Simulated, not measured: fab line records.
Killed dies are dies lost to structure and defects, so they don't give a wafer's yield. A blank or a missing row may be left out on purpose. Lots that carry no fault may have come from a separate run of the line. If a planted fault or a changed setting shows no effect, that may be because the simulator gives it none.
Comparing a struck lot with a sound one / flow sky130 / 15 steps out of a route of 708
Sound: the wafers L381.1, L381.5, L381.6. Struck: wafer L383.2 (L383.3, L383.6, from the same lot, were not struck and are left out); the cause is given at the end.
For every step that has rows: the tool of each side, followed by ch and its chambers, followed by its first start. Under that, the readings that differ: sound wafers / struck wafers / difference of the means / sigmas: that difference in standard deviations of wafers without a fault.
alike: readings with means less than 2 such deviations apart, plus words and numbers identical on both sides. not compared: withheld readings, readings lacking a value on some wafer, bounds such as >300 that could conceal the same value, and numbers that have no deviation in the record and whose values overlap.
A row with sigmas, a row that says differs or no value, or rows on one side alone: a step with any of these is where the two part. Non-overlapping numbers with no deviation appear without sigmas and do not part them. A reading that every wafer of one side lacks parts them only if that side has two wafers or more.

SKY_METAL1_STRIP_20: strips in O2/N2.
  sound on plasma asher-02 ch 0,1, day 32 23:46; struck on plasma asher-04 ch 0, day 34 10:27
  alike: drypump motor current A, oes product au, strip time to endpoint s
  not compared: rf hours counter h
then, 4 steps without rows for these wafers: SKY_METAL1_STRIP_21 (strips in post etch residue remover, time 1200 s); SKY_METAL1_CLEAN_22 (cleans in IPA, time 180 s); SKY_METAL1_CLEAN_23 (cleans in O3/DIW); SKY_VIA1_HDPCVD_00 (deposits SiO2, target thk 1030 nm, time 171.7 s).
SKY_VIA1_THK_MEAS_01:
  sound on film metro-03, day 33 00:35; struck on film metro-02, day 34 11:10
  alike: VIA1_HDPCVD_THK
SKY_VIA1_CMP_02: polishes SiO2.
  sound on cmp-01 ch 1,2, day 33 00:42; struck on cmp-02 ch 3, day 34 11:13
  alike: motor current A
SKY_VIA1_BOW_MEAS_03:
  sound on film metro-03, day 33 00:57; struck on film metro-02, day 34 11:32
  alike: VIA1_BOW
then, 4 steps without rows for these wafers: SKY_VIA1_DEHYDRATE_04 (time 60 s); SKY_VIA1_HMDS_05 (prime time 60 s); SKY_VIA1_COAT_06 (resist thk 60 nm); SKY_VIA1_COAT_07 (resist thk 450 nm).
SKY_VIA1_SOFTBAKE_08: time 90 s.
  sound on litho track-02 ch 0, day 33 12:00; struck on litho track-02 ch 0, day 34 23:00
reading=run length s (s); sound=119.27 119.11 119.09; struck=137.55; difference=+18.39; sigmas=+80
then, 1 step without rows for these wafers: SKY_VIA1_EXPOSE_09 (exposes mask VIM, target cd 150 nm).
-- the record jumps here: 12 days lie between the struck wafers' starts before and after (it left off in module VIA1 and takes up again in module PAD_OPEN, whose first step shown is number 708 of the route) --
SKY_PAD_OPEN_PROBE_99:
  sound on prober-01, day 45 15:46; struck on prober-01, day 47 02:05
  alike: defect limited yield, killed_at_M0_to_M3, killed_at_M4_up, killed at contacts, killed at front end, killed at other, killed dies, killed open, killed short, sort_bin_3_pad_short, sort_bin_5_function, sort_bin_6_memory, sort n pass, sort yield pct

== WHERE THEY PART ==
Within this record, at SKY_VIA1_SOFTBAKE_08 only. Later steps at which nothing parts them and some readings are alike: SKY_PAD_OPEN_PROBE_99.

WHY: whatever the simulator had introduced
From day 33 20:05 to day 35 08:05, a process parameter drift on litho track-02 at SKY_VIA1_SOFTBAKE_08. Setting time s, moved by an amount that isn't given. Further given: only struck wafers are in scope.
